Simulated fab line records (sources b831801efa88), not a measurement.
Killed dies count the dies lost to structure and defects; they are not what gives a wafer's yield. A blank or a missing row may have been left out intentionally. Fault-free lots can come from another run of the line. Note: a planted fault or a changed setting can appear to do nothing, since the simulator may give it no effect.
A struck lot beside a sound one | flow sky130 | 15 out of 708 route steps
Sound: these wafers, L785.2, L785.4, L785.5. The struck wafers were L796.2, L796.4, L796.5. The cause comes at the end.
For every step that has rows: the tool of each side, followed by ch and its chambers, followed by its first start. Under that, the readings that differ: sound wafers | struck wafers | difference of the means | sigmas: that difference in standard deviations of wafers without a fault.
alike: words and numbers the same on both sides, and readings whose means are apart by under 2 such deviations; not compared: readings that were withheld, readings missing a value for some wafer, numbers with overlapping values and no deviation given by the record, and bounds like >300 which may hide the same value.
Wherever a step has rows on one side only, a row that says differs or no value, or a row with sigmas, the two part there. When numbers do not overlap yet have no deviation, they are printed without sigmas and do not part them. Lack of a reading on every wafer of one side parts them only where that side has two or more wafers.

SKY_SD_N_RS_MEAS_16: a four-point-probe measurement.
  struck on film metro-02, day 32 14:08; sound on film metro-03, day 28 18:43
  alike: SD_N_RS
SKY_SD_N_RS_MEAS_17: a four-point-probe measurement.
  struck on film metro-02, day 32 14:15; sound on film metro-03, day 28 18:50
  alike: SD_P_RS
SKY_SD_N_RS_MEAS_18: a four-point-probe measurement.
  struck on film metro-02, day 32 14:22; sound on film metro-03, day 28 18:58
  alike: RES_XHIGH_RS
then, 2 steps without rows for these wafers: SKY_SALICIDE_CLEAN_00 (cleans in HF-last, time 30 s); SKY_LI_CONTACT_HDPCVD_00 (deposits PSG, target thk 930 nm, time 155 s).
SKY_LI_CONTACT_THK_MEAS_01:
  struck on film metro-04, day 32 14:37; sound on film metro-03, day 28 19:12
  alike: LI_CONTACT_HDPCVD_THK
SKY_LI_CONTACT_CMP_02: polishes PSG.
  sound on cmp-01 ch 0,1,2, day 28 19:15; struck on cmp-02 ch 0,2,3, day 32 14:40
  alike: motor current A, slurry flow ml min, time to endpoint s
SKY_LI_CONTACT_BOW_MEAS_03:
  struck on film metro-03, day 32 14:59; sound on film metro-03, day 28 19:34
  alike: LI_CONTACT_BOW
then, 4 steps without rows for these wafers: SKY_LI_CONTACT_DEHYDRATE_04 (time 60 s); SKY_LI_CONTACT_HMDS_05 (prime time 60 s); SKY_LI_CONTACT_COAT_06 (resist thk 60 nm); SKY_LI_CONTACT_COAT_07 (resist thk 450 nm).
SKY_LI_CONTACT_SOFTBAKE_08: time 90 s.
  sound on litho track-03 ch 0, day 29 09:00; struck on litho track-03 ch 0, day 33 05:00
  reading                  | sound             | struck            | difference | sigmas
  heater power total W (W) | 57.52 57.37 57.29 | 55.89 55.95 55.91 | -1.48      | -12
  plate temp C (C)         | 99.79 99.96 99.84 | 98.26 98.30 98.22 | -1.60      | -15
then, 1 step without rows for these wafers: SKY_LI_CONTACT_EXPOSE_09 (exposes mask LICM1, target cd 170 nm).
-- the record jumps here: 16 days lie between the struck wafers' starts before and after (it left off in module LI_CONTACT and takes up again in module PAD_OPEN, whose first step shown is number 708 of the route) --
SKY_PAD_OPEN_PROBE_99:
  struck on prober-02, day 49 10:43; sound on prober-02, day 46 13:13
  alike: killed_at_M0_to_M3, killed_at_M4_up, killed at contacts, killed at front end, killed at other, killed dies, killed open, killed short

## WHERE THEY PART
At SKY_LI_CONTACT_SOFTBAKE_08 and nowhere else, as far as this record goes. Later steps at which nothing parts them and some readings are alike: SKY_PAD_OPEN_PROBE_99.

WHY: the cause the simulator had injected
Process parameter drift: litho track-03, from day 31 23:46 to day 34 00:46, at SKY_LI_CONTACT_SOFTBAKE_08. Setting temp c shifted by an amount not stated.
